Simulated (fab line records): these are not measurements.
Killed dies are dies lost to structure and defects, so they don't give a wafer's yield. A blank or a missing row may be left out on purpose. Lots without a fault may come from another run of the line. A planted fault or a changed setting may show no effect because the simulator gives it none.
Which tool did it?	flow gf180mcu	11 lots, 33 wafers sampled, at 6 steps of a route of 602

WHAT THE GAUGES SHOWED, per wafer
GF_STI_THK_MEAS_04.
lot	measured	on	STI_CVD_03_THK (nm)
L844	day 1 18:34	film metro-04	209.5 206.0 208.1
L845	day 1 23:34	film metro-03	211.9 211.7 211.9
L846	day 2 04:35	film metro-04	207.5 209.5 208.7
L849	day 2 19:50	film metro-04	204.4 204.8 204.6
L855	day 4 01:35	film metro-03	207.0 207.4 208.3
L857	day 4 13:26	film metro-04	207.4 205.5 207.4
L861	day 5 07:35	film metro-04	243.9 243.8 240.2 243.7 243.9 240.4
L862	day 5 13:11	film metro-04	217.5 227.7 231.4 217.5 227.6 231.4
L864	day 5 23:11	film metro-04	208.5 209.7 209.5
L865	day 6 04:44	film metro-02	206.8 206.0 204.9
L866	day 6 09:13	film metro-04	207.1 206.1 205.1

GF_HV_LDD_THK_MEAS_55.
lot	measured	on	HV_LDD_CVD_54_THK (nm)
L844	day 12 22:28	film metro-04	9.96 9.99 9.89
L845	day 13 10:58	film metro-04	10.18 10.00 9.94
L846	day 13 11:43	film metro-02	9.77 9.93 9.92
L849	day 14 11:34	film metro-01	9.95 10.09 9.80
L855	day 16 10:56	film metro-01	10.12 10.11 10.18
L857	day 17 05:13	film metro-04	9.96 9.95 9.97
L861	day 18 09:08	film metro-04	10.08 10.18 10.22
L862	day 18 18:20	film metro-04	10.15 10.11 10.18
L864	day 19 15:07	film metro-02	10.13 10.22 10.09
L865	day 19 17:56	film metro-02	9.79 9.90 9.90
L866	day 19 22:35	film metro-01	9.94 9.86 9.90

EACH LOT AND THE TOOL THAT RAN IT (in order: tool; ch and the chambers of the sampled wafers; start)
lot	GF_STI_CVD_03	GF_STI_ETCH_13	GF_VT_IMPLANT_RTA_45	GF_HV_LDD_STRIP_49
L844	lpcvd-02 ch 1, day 1 16:34	rie diel-03 ch 1,3, day 2 06:07	rtp anneal-02 ch 0, day 7 18:55	plasma asher-02 ch 0,1, day 12 21:02
L845	lpcvd-01 ch 0, day 1 21:34	rie diel-03 ch 1,2,3, day 2 11:41	rtp anneal-01 ch 0, day 8 03:08	plasma asher-04 ch 0,1, day 13 09:32
L846	lpcvd-01 ch 1, day 2 02:34	rie diel-01 ch 0,1,2, day 2 16:25	rtp anneal-02 ch 0, day 8 06:26	plasma asher-03 ch 0,1, day 13 10:18
L849	lpcvd-02 ch 1, day 2 17:51	rie diel-01 ch 1,2,3, day 3 09:02	rtp anneal-02 ch 0, day 9 05:56	plasma asher-04 ch 0,1, day 14 10:08
L855	lpcvd-02 ch 0, day 3 23:34	rie diel-03 ch 0,1,2, day 4 15:34	rtp anneal-02 ch 0, day 10 18:37	plasma asher-04 ch 0,1, day 16 09:32
L857	lpcvd-01 ch 0, day 4 11:26	rie diel-04 ch 0,1,3, day 5 03:20	rtp anneal-02 ch 0, day 11 11:48	plasma asher-03 ch 0,1, day 17 03:47
L861	lpcvd-02 ch 1, day 5 05:34	rie diel-03 ch 0,2,3, day 5 22:05	rtp anneal-01 ch 0, day 12 10:52	plasma asher-02 ch 0,1, day 18 07:40
L862	lpcvd-02 ch 1, day 5 11:11	rie diel-04 ch 0,2, day 6 03:58	rtp anneal-01 ch 0, day 12 19:01	plasma asher-04 ch 0,1, day 18 16:48
L864	lpcvd-01 ch 0, day 5 21:10	rie diel-01 ch 2,3, day 6 14:04	rtp anneal-01 ch 0, day 13 12:30	plasma asher-03 ch 0,1, day 19 13:37
L865	lpcvd-01 ch 0, day 6 02:44	rie diel-01 ch 0,1,2, day 6 19:55	rtp anneal-02 ch 0, day 13 16:47	plasma asher-04 ch 0,1, day 19 16:28
L866	lpcvd-01 ch 0, day 6 07:12	rie diel-03 ch 2,3, day 6 23:59	rtp anneal-02 ch 0, day 13 21:04	plasma asher-03 ch 0,1, day 19 21:06
- GF_STI_CVD_03: deposits Si3N4 from DCS/NH3, target thk 207.16 nm, time 3551 s.
- GF_STI_ETCH_13: etches the open film in CHF3/O2, stops on Si, target depth 282.31 nm, time 112.9 s.
- GF_VT_IMPLANT_RTA_45: time 30 s.
- GF_HV_LDD_STRIP_49: strips in O2/N2.

AS READ BY THE TOOLS THEMSELVES (means over the sampled wafers that have a number; for cases with no such wafer, the mark the record gives instead)
GF_STI_CVD_03.
lot	tool	spike tc centre C (C)	susceptor temp C (C)	zone power centre pct (%)	zone power upper pct (%)
L844	lpcvd-02	770.1	769.7	14.1	13.3
L845	lpcvd-01	769.8	770.6	14.4	12.9
L846	lpcvd-01	771.1	770.1	13.7	15.0
L849	lpcvd-02	771.4	770.7	14.1	13.3
L855	lpcvd-02	770.3	770.1	12.5	13.4
L857	lpcvd-01	769.9	770.0	14.5	13.0
L861	lpcvd-02	790.6	769.7	19.2	10.6
L862	lpcvd-02	791.3	770.1	19.4	10.5
L864	lpcvd-01	770.2	770.0	14.4	12.9
L865	lpcvd-01	770.5	769.6	14.4	13.0
L866	lpcvd-01	770.0	769.7	14.5	13.0

GF_STI_ETCH_13.
lot	tool	chamber pressure mTorr (mTorr)	drypump motor current A (A)	oes product au (a.u.)	rf fwd power W (W)	throttle valve pct (%)
L844	rie diel-03	39.97	5.7	0.834	595.4	8.809
L845	rie diel-03	39.98	5.6	0.847	596.8	8.819
L846	rie diel-01	40.00	5.7	0.827	599.0	8.805
L849	rie diel-01	40.04	5.3	0.824	596.3	8.815
L855	rie diel-03	40.01	5.7	0.835	596.4	8.810
L857	rie diel-04	39.99	5.7	0.833	595.9	8.817
L861	rie diel-03	40.02	5.4	0.908	595.9	8.842
L862	rie diel-04	40.02	5.6	0.875	598.2	8.816
L864	rie diel-01	39.99	5.2	0.839	593.8	8.817
L865	rie diel-01	39.99	5.7	0.834	596.5	8.811
L866	rie diel-03	39.98	5.3	0.827	597.0	8.812

GF_VT_IMPLANT_RTA_45.
lot	tool	lamp power pct (%)	wafer_temp_C_max
L844	rtp anneal-02	42	1053.6
L845	rtp anneal-01	34	1054.4
L846	rtp anneal-02	42	1053.7
L849	rtp anneal-02	42	1054.0
L855	rtp anneal-02	42	1054.0
L857	rtp anneal-02	42	1053.4
L861	rtp anneal-01	34	1053.7
L862	rtp anneal-01	34	1054.0
L864	rtp anneal-01	34	1054.4
L865	rtp anneal-02	42	1054.6
L866	rtp anneal-02	42	1053.3

GF_HV_LDD_STRIP_49.
lot	tool	chamber pressure mTorr (mTorr)	drypump motor current A (A)	heater power w (W)	o2 flow sccm (sccm)	oes product au (a.u.)	strip time to endpoint s (s)
L844	plasma asher-02	1501.1	5.50	307	3004	0.713	12.60
L845	plasma asher-04	1499.6	5.60	285	3001	0.714	12.67
L846	plasma asher-03	1500.8	5.87	367	3002	0.713	12.59
L849	plasma asher-04	1499.9	5.64	289	2994	0.716	12.65
L855	plasma asher-04	1499.8	5.39	282	2996	0.718	12.59
L857	plasma asher-03	1500.3	5.86	369	3005	0.712	12.59
L861	plasma asher-02	1500.7	5.60	309	3000	0.711	12.65
L862	plasma asher-04	1499.1	5.64	285	3004	0.720	12.64
L864	plasma asher-03	1500.3	5.75	361	3008	0.716	12.67
L865	plasma asher-04	1501.2	5.63	282	3007	0.720	12.71
L866	plasma asher-03	1499.0	5.85	376	3001	0.718	12.64

THE ANSWER, worked out from the rows above alone
Rule: usual is defined by the lots themselves. Put in order of their means at a reading, lots are off if they are a third of the lots or fewer, leave a main group of 4 or more, and stand apart from it by a gap of 3 or more times the standard deviation of the main group's means; of several such gaps the widest counts. The tables above print the reading to a certain number of digits; a main group whose means all agree to those digits is not used. Also off: a lot with no number at a reading for which 4 or more lots have one. Any other lot the step has rows for is counted as sound. The gauges are gone through in route order, then the tools' own readings, and for those a lot's mean is taken as printed above. At the first step where some lot is off, the reading lying furthest off is the one used; lots without a number count as furthest.
Off: L861, L862, at GF_STI_THK_MEAS_04 (STI_CVD_03_THK). The main group has a mean of 207.6 nm with a standard deviation of 2.
If a tool, at a process step before that reading, ran all the lots that are off and no sound lot after the first of them, it fits. The gauges at GF_STI_THK_MEAS_04 aren't tried: what is off there is off at GF_STI_CVD_03 too, on other tools, and a gauge's error can't cause that. One fits: lpcvd-02 at GF_STI_CVD_03. Its last sound lot is L855 (day 3 23:34), its first lot that is off L861 (day 5 05:34): a fault that began between those two fits.
The tool's own readings at GF_STI_CVD_03 bear it out: on the lots that are off they differ by more than 5 times the standard deviation of the sound lots' means. spike tc centre C reads 791.0 C there against 770.4 C on the sound lots; zone power centre pct reads 19.3 % there against 14.1 % on the sound lots.

WHAT THE SIMULATOR PUT IN
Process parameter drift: lpcvd-02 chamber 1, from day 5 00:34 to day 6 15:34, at GF_STI_CVD_03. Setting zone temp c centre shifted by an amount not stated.
Lots struck among those shown: L861, L862. The rule above reached the same finding.
